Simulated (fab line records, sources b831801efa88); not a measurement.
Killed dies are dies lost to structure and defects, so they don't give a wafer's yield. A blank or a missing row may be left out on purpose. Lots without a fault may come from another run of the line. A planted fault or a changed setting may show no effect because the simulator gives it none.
Problem report in the 8D (eight disciplines) form, filled by code | flow gf180mcu | the parts of the form that need people (team, actions taken, sign-off) are left out

1. THE PROBLEM
exposure_dose_mJ_cm2 at GF_M5_EXPOSE_04 reads a mean of 27.41 on 6 wafers of 2 lots; wafers without a fault read 27.97 with a standard deviation of 0.031. That is -18 standard deviations from the usual mean.
The step: exposes mask Metal5, target cd 280 nm.
First seen on wafer L674.1, day 29 18:51, on krf_scanner-02. The record holds 39 wafers of 13 lots with a number at this step. Rule for "out", or "out of limits": more than 4 standard deviations from the usual mean. The other wafers with a number count as sound.

2. WHAT IT IS AND WHAT IT IS NOT
question                    | is                     | is not
which readings at this step | exposure_dose_mJ_cm2   | -
which lots                  | L674, L675             | L662, L663, L664, L665, L666, L667, L670, L679, L680, L681, L683
which wafers of those lots  | all that have a number | -
read on which tools         | krf_scanner-02         | krf_scanner-01
when                        | from day 29 18:51      | up to then (21 sound wafers); but 12 sound wafers of L679, L680, L681, L683 came after

3. SUSPECTS, AND WHAT RULES EACH OUT
Counting: a tool at a process step up to the reading stays a suspect if it ran every lot that is out and no sound lot after the first of them.
- krf_scanner-02 at GF_M5_EXPOSE_04 (exposes mask Metal5, target cd 280 nm): kept. It ran every lot that is out, first L674 (day 29 18:51), and no sound lot after that; its last sound lot up to then is L667 (day 27 16:19). Its own readings are out on those wafers: exposure_dose_mJ_cm2.
Left after counting: krf_scanner-02 at GF_M5_EXPOSE_04.

4. THE CAUSE (what the simulator had put in)
Process parameter drift: krf_scanner-02, from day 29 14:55 on, at GF_M5_EXPOSE_04. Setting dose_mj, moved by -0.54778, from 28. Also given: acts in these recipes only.
Counting left only this tool.

5. THE CHAIN OF EFFECTS, in route order
Each row: a reading whose mean over the struck wafers that have a number lies more than 3 standard deviations from the usual. Only readings for which the record gives a usual standard deviation are gone through. hours: the time from each lot's start at the first step in this table that gives one to its start at this step, as a median over the lots. sigmas: the change in usual standard deviations.
hours | step            | reading              | usual | on struck wafers | change | sigmas
0     | GF_M5_EXPOSE_04 | exposure_dose_mJ_cm2 | 27.97 | 27.41            | -0.56  | -18
The process steps in it:
- GF_M5_EXPOSE_04: exposes mask Metal5, target cd 280 nm.
Later measuring or inspecting steps at which every struck wafer that the step has a row for has a number for every such reading, and none has moved that far: GF_V5_THK_MEAS_01, GF_V5_BOW_MEAS_05.

6. WHAT WOULD HAVE CAUGHT IT SOONER
In this record the first reading out of limits was taken at day 29 18:51, 4 hours after the fault began at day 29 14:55.
